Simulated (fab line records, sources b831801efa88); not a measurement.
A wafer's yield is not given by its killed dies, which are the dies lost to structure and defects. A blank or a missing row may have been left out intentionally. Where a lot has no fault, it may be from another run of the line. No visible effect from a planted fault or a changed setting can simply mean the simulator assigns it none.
fab line records -- flow gf180mcu
[record] lots = 14, wafers = 42, last-day = 34
route steps=602 shown V2@397 M3@424
lots with no fault: from the same line, run without faults
start-h: hours from the record's opening day to when the first of the lot's shown wafers began -- wait-h: hours elapsed since this lot's preceding step -- " same as the row above -- L1.1+2: one row covering several wafers at once -- - either no value or no given start -- * or withheld: withheld -- < > ~ a bound
route shown NAME@n: a module of which the file shows steps, and the number in the route of the first -- usual: average and standard deviation across the fault-free wafers -- same: alike in all rows -- chamber/n: place in a boat -- sites: the reading at each site -- _std_site: standard deviation across them -- _edge_site: the outer-site mean with the inner-site mean subtracted -- radius-mm: for every site, how far away it sits from the centre of the wafer -- mask NAME#n: copy n -- behind: the most recent tool/chamber to have shaped the wafer -- hold: cause of the lot's hold/its duration in hours/its outcome -- device: which transistor (n, p or np) failed to switch -- end of line: the tests these same wafers got at the end of their route -- a step without rows: its recipe alone -- killed: the dies lost at the first sort to structure and to defects; this is not the yield of the wafer -- map: a wafer's dies, marking killed ones x, the rest . and places with no die _
set.NAME: setting as actually run; set.NAME@STEP: the setting as run at that earlier step -- model.NAME: the simulator's own value behind a step, which no gauge read
the route's steps for a sample of lots (tables are steps, rows are wafers)
services: a tool's chamber out of use, with start hour (start-h, from the record's first day; less than 0 if before it), hours out, and reason
[[steps]]
[step GF_V2_OVL_MEAS_15]
[usual] V2_OVL = 5/6.9
lot.wafer,tool,chamber,start-h,wait-h,V2_OVL[nm]
L148.2,overlay-02,-,468.55,0.1,10
L148.4,overlay-02,-,468.55,0.1,5
L148.5,overlay-02,-,468.55,0.1,8
L150.1,overlay-01,-,489.12,0.1,22
L150.3,overlay-01,-,489.12,0.1,19
L150.5,overlay-01,-,489.12,0.1,13
L151.2,overlay-01,-,495.42,0.1,-3
L151.5,overlay-01,-,495.42,0.1,4
L151.6,overlay-01,-,495.42,0.1,-5
L153.3,overlay-01,-,525.20,0.1,13
L153.5,overlay-01,-,525.20,0.1,10
L153.6,overlay-01,-,525.20,0.1,3
L156.2,overlay-02,-,548.00,0.1,-4
L156.3,overlay-02,-,548.00,0.1,-1
L156.5,overlay-02,-,548.00,0.1,-9
L161.1,overlay-01,-,590.79,0.1,-5
L161.3,overlay-01,-,590.79,0.1,-6
L161.6,overlay-01,-,590.79,0.1,-10
L164.1,overlay-01,-,613.86,0.1,11
L164.2,overlay-01,-,613.86,0.1,16
L164.4,overlay-01,-,613.86,0.1,18
L163.2,overlay-01,-,615.27,0.1,13
L163.3,overlay-01,-,615.27,0.1,-1
L163.6,overlay-01,-,615.27,0.1,12
L165.3,overlay-01,-,618.35,0.1,4
L165.5,overlay-01,-,618.35,0.1,-2
L165.6,overlay-01,-,618.35,0.1,2
L166.2,overlay-01,-,632.95,0.1,-7
L166.3,overlay-01,-,632.95,0.1,-1
L166.4,overlay-01,-,632.95,0.1,-1
L167.3,overlay-01,-,633.13,0.1,-4
L167.5,overlay-01,-,633.13,0.1,-9
L167.6,overlay-01,-,633.13,0.1,0
L168.1,overlay-01,-,641.34,0.1,9
L168.2,overlay-01,-,641.34,0.1,16
L168.3,overlay-01,-,641.34,0.1,8
L169.1,overlay-01,-,643.41,0.1,-3
L169.2,overlay-01,-,643.41,0.1,5
L169.3,overlay-01,-,643.41,0.1,-10
L170.1,overlay-01,-,655.69,0.1,4
L170.5,overlay-01,-,655.69,0.1,0
L170.6,overlay-01,-,655.69,0.1,2
[step GF_V2_THK_MEAS_25]
[recipe] thk-meas-gauge = xrf, reads = W_of_V2_CVD_23
[usual] V2_W_THK = 365/4.8
lot.wafer,tool,chamber,start-h,wait-h,V2_W_THK[nm]
L148.2,film-metro-01,-,469.62,0.1,370
L148.4,film-metro-01,-,469.62,0.1,375
L148.5,film-metro-01,-,469.62,0.1,372
L150.1,film-metro-01,-,490.23,0.1,360
L150.3,film-metro-01,-,490.23,0.1,356
L150.5,film-metro-01,-,490.23,0.1,363
L151.2,film-metro-01,-,496.46,0.1,361
L151.5,film-metro-01,-,496.46,0.1,358
L151.6,film-metro-01,-,496.46,0.1,366
L153.3,film-metro-02,-,526.24,0.1,370
L153.5,film-metro-02,-,526.24,0.1,367
L153.6,film-metro-02,-,526.24,0.1,369
L156.2,film-metro-03,-,549.03,0.1,370
L156.3,film-metro-03,-,549.03,0.1,363
L156.5,film-metro-03,-,549.03,0.1,362
L161.1,film-metro-03,-,591.82,0.1,375
L161.3,film-metro-03,-,591.82,0.1,371
L161.6,film-metro-03,-,591.82,0.1,377
L164.1,film-metro-03,-,614.89,0.1,359
L164.2,film-metro-03,-,614.89,0.1,365
L164.4,film-metro-03,-,614.89,0.1,365
L163.2,film-metro-02,-,616.31,0.1,358
L163.3,film-metro-02,-,616.31,0.1,363
L163.6,film-metro-02,-,616.31,0.1,357
L165.3,film-metro-03,-,619.39,0.1,358
L165.5,film-metro-03,-,619.39,0.1,361
L165.6,film-metro-03,-,619.39,0.1,365
L166.2,film-metro-01,-,633.99,0.1,361
L166.3,film-metro-01,-,633.99,0.1,357
L166.4,film-metro-01,-,633.99,0.1,355
L167.3,film-metro-01,-,634.18,0.1,362
L167.5,film-metro-01,-,634.18,0.1,364
L167.6,film-metro-01,-,634.18,0.1,366
L168.1,film-metro-02,-,642.71,0.1,374
L168.2,film-metro-02,-,642.71,0.1,370
L168.3,film-metro-02,-,642.71,0.1,367
L169.1,film-metro-01,-,644.45,0.1,361
L169.2,film-metro-01,-,644.45,0.1,359
L169.3,film-metro-01,-,644.45,0.1,362
L170.1,film-metro-03,-,656.75,0.1,368
L170.5,film-metro-03,-,656.75,0.1,365
L170.6,film-metro-03,-,656.75,0.1,365
[step GF_M3_OVL_MEAS_15]
[usual] M3_OVL = -4/6.2
lot.wafer,tool,chamber,start-h,wait-h,M3_OVL[nm]
L148.2,overlay-01,-,494.67,0.1,-12
L148.4,overlay-01,-,494.67,0.1,-13
L148.5,overlay-01,-,494.67,0.1,-7
L150.1,overlay-02,-,514.58,0.1,-8
L150.3,overlay-02,-,514.58,0.1,-5
L150.5,overlay-02,-,514.58,0.1,-16
L151.2,overlay-01,-,521.09,0.1,-7
L151.5,overlay-01,-,521.09,0.1,-8
L151.6,overlay-01,-,521.09,0.1,-10
L153.3,overlay-01,-,549.19,0.1,16
L153.5,overlay-01,-,549.19,0.1,13
L153.6,overlay-01,-,549.19,0.1,3
L156.2,overlay-01,-,572.22,0.1,-2
L156.3,overlay-01,-,572.22,0.1,-6
L156.5,overlay-01,-,572.22,0.1,-2
L161.1,overlay-01,-,613.34,0.1,-2
L161.3,overlay-01,-,613.34,0.1,-5
L161.6,overlay-01,-,613.34,0.1,5
L164.1,overlay-01,-,636.23,0.1,-11
L164.2,overlay-01,-,636.23,0.1,-24
L164.4,overlay-01,-,636.23,0.1,-16
L163.2,overlay-01,-,637.29,0.1,-2
L163.3,overlay-01,-,637.29,0.1,-3
L163.6,overlay-01,-,637.29,0.1,-2
L165.3,overlay-01,-,640.86,0.1,-6
L165.5,overlay-01,-,640.86,0.1,2
L165.6,overlay-01,-,640.86,0.1,-2
L166.2,overlay-01,-,654.57,0.1,5
L166.3,overlay-01,-,654.57,0.1,1
L166.4,overlay-01,-,654.57,0.1,4
L167.3,overlay-01,-,655.05,0.1,-9
L167.5,overlay-01,-,655.05,0.1,-8
L167.6,overlay-01,-,655.05,0.1,0
L168.1,overlay-01,-,662.59,0.1,3
L168.2,overlay-01,-,662.59,0.1,-8
L168.3,overlay-01,-,662.59,0.1,-7
L169.1,overlay-01,-,664.94,0.1,-7
L169.2,overlay-01,-,664.94,0.1,-3
L169.3,overlay-01,-,664.94,0.1,-1
L170.1,overlay-01,-,676.48,0.1,-2
L170.5,overlay-01,-,676.48,0.1,-3
L170.6,overlay-01,-,676.48,0.1,-6
[step GF_M3_METAL_ETCH_16]
[recipe] chemistry = Cl2/BCl3, mask-material = KrF, target-depth-nm = 627.5, stop-on = SiO2, pressure-mtorr = 8, icp-w = 800, bias-w = 140, Cl2_flow_sccm = 80, bcl3-flow-sccm = 40, time-s = 104.6
[usual] drypump-motor-current-A = 5.8/0.6, oes-product-au = 0.975/0.0063, rf-fwd-power-W = 796.5/2.3, throttle-valve-pct = 28.247/0.011
lot.wafer,tool,chamber,start-h,wait-h,drypump-motor-current-A,oes-product-au,rf-fwd-power-W,rf-hours-counter-h,throttle-valve-pct
L148.2,rie-metal-03,0,494.70,0.0,5.4,0.978,799.4,11,28.241
L148.4,rie-metal-03,1,494.70,0.0,5.7,0.971,792.7,-,28.245
L148.5,rie-metal-03,0,494.70,0.0,5.4,0.974,795.4,-,28.239
L150.1,rie-metal-03,0,514.62,0.0,5.4,0.966,795.4,11,28.264
L150.3,rie-metal-03,1,514.62,0.0,5.7,0.977,794.6,-,28.252
L150.5,rie-metal-03,0,514.62,0.0,5.4,0.968,797.8,-,28.241
L151.2,rie-metal-03,1,521.12,0.0,5.8,0.991,799.3,6,28.257
L151.5,rie-metal-03,0,521.12,0.0,5.4,0.986,797.0,-,28.242
L151.6,rie-metal-03,1,521.12,0.0,5.7,0.975,797.5,-,28.252
L153.3,rie-metal-03,0,549.25,0.1,5.4,0.905,666.2,-,28.334
L153.5,rie-metal-03,0,549.25,0.1,5.4,0.905,667.5,-,28.316
L153.6,rie-metal-03,1,549.25,0.1,5.8,0.922,669.0,-,28.307
L156.2,rie-metal-03,1,572.25,0.0,5.7,0.912,667.5,7,28.296
L156.3,rie-metal-03,0,572.25,0.0,5.4,0.919,666.7,-,28.296
L156.5,rie-metal-03,0,572.25,0.0,5.4,0.906,666.0,-,28.314
L161.1,rie-metal-01,0,613.38,0.0,6.5,0.966,797.4,10,28.246
L161.3,rie-metal-01,1,613.38,0.0,4.9,0.964,801.2,-,28.237
L161.6,rie-metal-01,1,613.38,0.0,4.9,0.967,799.1,-,28.245
L164.1,rie-metal-03,1,636.27,0.0,5.7,0.970,795.2,9,28.249
L164.2,rie-metal-03,1,636.27,0.0,5.8,0.974,797.4,-,28.258
L164.4,rie-metal-03,1,636.27,0.0,5.7,0.974,791.9,-,28.241
L163.2,rie-metal-01,1,637.32,0.0,4.9,0.975,798.4,11,28.250
L163.3,rie-metal-01,0,637.32,0.0,6.5,0.979,791.1,-,28.253
L163.6,rie-metal-01,1,637.32,0.0,4.9,0.972,794.7,-,28.229
L165.3,rie-metal-03,1,640.96,0.1,5.7,0.978,791.7,-,28.229
L165.5,rie-metal-03,1,640.96,0.1,5.8,0.972,794.3,-,28.251
L165.6,rie-metal-03,1,640.96,0.1,5.7,0.963,793.8,-,28.265
L166.2,rie-metal-01,0,654.60,0.0,6.5,0.991,798.9,11,28.255
L166.3,rie-metal-01,1,654.60,0.0,4.9,0.985,798.5,-,28.249
L166.4,rie-metal-01,0,654.60,0.0,6.5,0.984,797.3,-,28.235
L167.3,rie-metal-04,0,655.11,0.1,5.8,0.977,798.2,-,28.252
L167.5,rie-metal-04,1,655.11,0.1,6.3,0.976,793.4,-,28.246
L167.6,rie-metal-04,0,655.11,0.1,5.8,0.968,799.2,-,28.251
L168.1,rie-metal-01,0,662.62,0.0,6.5,0.977,797.7,12,28.233
L168.2,rie-metal-01,1,662.62,0.0,4.9,0.978,794.5,12,28.241
L168.3,rie-metal-01,0,662.62,0.0,6.5,0.980,796.7,-,28.221
L169.1,rie-metal-04,0,664.97,0.0,5.8,0.972,796.4,3,28.248
L169.2,rie-metal-04,1,664.97,0.0,6.4,0.976,799.8,5,28.245
L169.3,rie-metal-04,1,664.97,0.0,6.4,0.976,793.5,-,28.245
L170.1,rie-metal-01,1,676.52,0.0,4.9,0.972,799.6,12,28.253
L170.5,rie-metal-01,1,676.52,0.0,4.9,0.975,798.4,-,28.264
L170.6,rie-metal-01,0,676.52,0.0,6.5,0.975,794.6,-,28.241
[step GF_M3_STRIP_17]
[recipe] chemistry = O2/N2, power-w = 1400, pressure-mtorr = 1500, platen-temp-c = 250, o2-flow-sccm = 3000, n2-flow-sccm = 300, overash-fraction = 0.5
[usual] drypump-motor-current-A = 5.54/0.23, heater-power-w = 332/21, oes-product-au = 0.558/0.0049, strip-time-to-endpoint-s = 7.87/0.037
[same] overash-fraction = 0.5
lot.wafer,tool,chamber,start-h,wait-h,drypump-motor-current-A,heater-power-w,oes-product-au,rf-hours-counter-h,strip-time-to-endpoint-s
L148.2,plasma-asher-03,1,494.81,0.1,5.89,380,0.560,41,7.91
L148.4,plasma-asher-03,0,494.81,0.1,5.52,323,0.563,-,7.86
L148.5,plasma-asher-03,0,494.81,0.1,5.53,324,0.562,-,7.91
L150.1,plasma-asher-03,0,514.73,0.1,5.53,328,0.559,43,7.90
L150.3,plasma-asher-03,1,514.73,0.1,5.89,373,0.560,-,7.87
L150.5,plasma-asher-03,0,514.73,0.1,5.55,324,0.566,-,7.93
L151.2,plasma-asher-04,1,521.23,0.1,5.45,344,0.553,74,7.76
L151.5,plasma-asher-04,1,521.23,0.1,5.42,337,0.566,-,7.85
L151.6,plasma-asher-04,0,521.23,0.1,5.40,315,0.552,-,7.77
L153.3,plasma-asher-03,0,549.36,0.1,5.51,320,0.582,-,8.26
L153.5,plasma-asher-03,0,549.36,0.1,5.50,331,0.580,-,8.29
L153.6,plasma-asher-03,1,549.36,0.1,5.90,369,0.575,-,8.24
L156.2,plasma-asher-04,1,572.36,0.1,5.44,332,0.572,79,8.19
L156.3,plasma-asher-04,0,572.36,0.1,5.35,322,0.573,-,8.20
L156.5,plasma-asher-04,1,572.36,0.1,5.46,343,0.573,-,8.26
L161.1,plasma-asher-01,1,613.49,0.1,5.93,354,0.550,20,7.84
L161.3,plasma-asher-01,1,613.49,0.1,5.91,341,0.555,-,7.87
L161.6,plasma-asher-01,1,613.49,0.1,5.92,343,0.560,-,7.91
L164.1,plasma-asher-01,0,636.49,0.2,5.25,302,0.561,22,7.86
L164.2,plasma-asher-01,1,636.49,0.2,5.92,342,0.549,22,7.88
L164.4,plasma-asher-01,0,636.49,0.2,5.25,303,0.572,-,7.92
L163.2,plasma-asher-03,0,637.43,0.1,5.52,323,0.561,56,7.85
L163.3,plasma-asher-03,0,637.43,0.1,5.51,327,0.561,-,7.86
L163.6,plasma-asher-03,1,637.43,0.1,5.89,381,0.559,-,7.87
L165.3,plasma-asher-04,1,641.14,0.1,5.45,335,0.549,-,7.81
L165.5,plasma-asher-04,0,641.14,0.1,5.39,324,0.561,-,7.89
L165.6,plasma-asher-04,1,641.14,0.1,5.45,345,0.557,-,7.83
L166.2,plasma-asher-01,1,654.71,0.1,5.93,338,0.560,24,7.88
L166.3,plasma-asher-01,1,654.71,0.1,5.89,347,0.551,-,7.88
L166.4,plasma-asher-01,0,654.71,0.1,5.25,292,0.558,-,7.84
L167.3,plasma-asher-04,1,655.22,0.1,5.47,323,0.557,-,7.91
L167.5,plasma-asher-04,1,655.22,0.1,5.42,329,0.561,-,7.89
L167.6,plasma-asher-04,0,655.22,0.1,5.39,313,0.562,-,7.92
L168.1,plasma-asher-04,0,662.74,0.1,5.38,319,0.559,88,7.87
L168.2,plasma-asher-04,1,662.74,0.1,5.45,337,0.558,88,7.87
L168.3,plasma-asher-04,0,662.74,0.1,5.38,321,0.553,-,7.86
L169.1,plasma-asher-03,0,665.09,0.1,5.54,328,0.562,59,7.94
L169.2,plasma-asher-03,1,665.09,0.1,5.91,377,0.563,59,7.88
L169.3,plasma-asher-03,0,665.09,0.1,5.52,319,0.570,-,7.89
L170.1,plasma-asher-03,0,676.63,0.1,5.53,322,0.564,60,7.86
L170.5,plasma-asher-03,0,676.63,0.1,5.54,323,0.558,-,7.89
L170.6,plasma-asher-03,1,676.63,0.1,5.89,365,0.555,-,7.84
[[services]]
tool,chamber,start-h,hours,kind
rie-metal-04,1,489.49,-,clean
rie-metal-04,1,489.49,19.8,scheduled-down
rie-metal-04,1,489.49,19.8,vent-cycle
plasma-asher-03,-,515.03,4.0,pm
plasma-asher-03,-,525.35,0.4,repair
plasma-asher-04,-,539.38,8.5,pm
rie-metal-04,0,567.68,-,clean
rie-metal-04,0,567.68,16.0,scheduled-down
rie-metal-04,0,567.68,16.0,vent-cycle
rie-metal-03,0,635.78,4.6,repair
rie-metal-03,0,640.82,6.9,repair
rie-metal-04,-,648.28,0.6,repair
rie-metal-03,0,649.30,-,clean
rie-metal-03,0,649.30,18.6,scheduled-down
rie-metal-03,0,649.30,18.6,vent-cycle
[[key]]
[first-sign] step = GF_M3_METAL_ETCH_16, reading = rf-fwd-power-W, direction = down, sigmas = 57, usual = 796.5, struck = 667.2
[effect] step = GF_M3_METAL_ETCH_16, reading = oes-product-au, direction = down, sigmas = 10, usual = 0.975, struck = 0.911
[effect] step = GF_M3_STRIP_17, reading = strip-time-to-endpoint-s, direction = up, sigmas = 10, usual = *, struck = *
met-at GF_M3_METAL_ETCH_16
struck-lots L153,L156
sort-left-out L153.3,L153.5,L153.6,L156.2,L156.3,L156.5
not-acting-at GF_V2_OVL_MEAS_15,GF_V2_THK_MEAS_25,GF_M3_OVL_MEAS_15
onset-between 521.12 549.25
[fault] kind = process-parameter-drift, tool = rie-metal-03, chamber = -, onset-h = 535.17, steps = GF_M3_METAL_ETCH_16, channel = icp-w, offset = -128, shape = step, end-h = 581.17, acts-in = these-recipes-only, stated = 800
// sort-left-out: the simulated sort isn't trusted on such a fault, so these wafers' sort isn't shown, and their yield isn't known
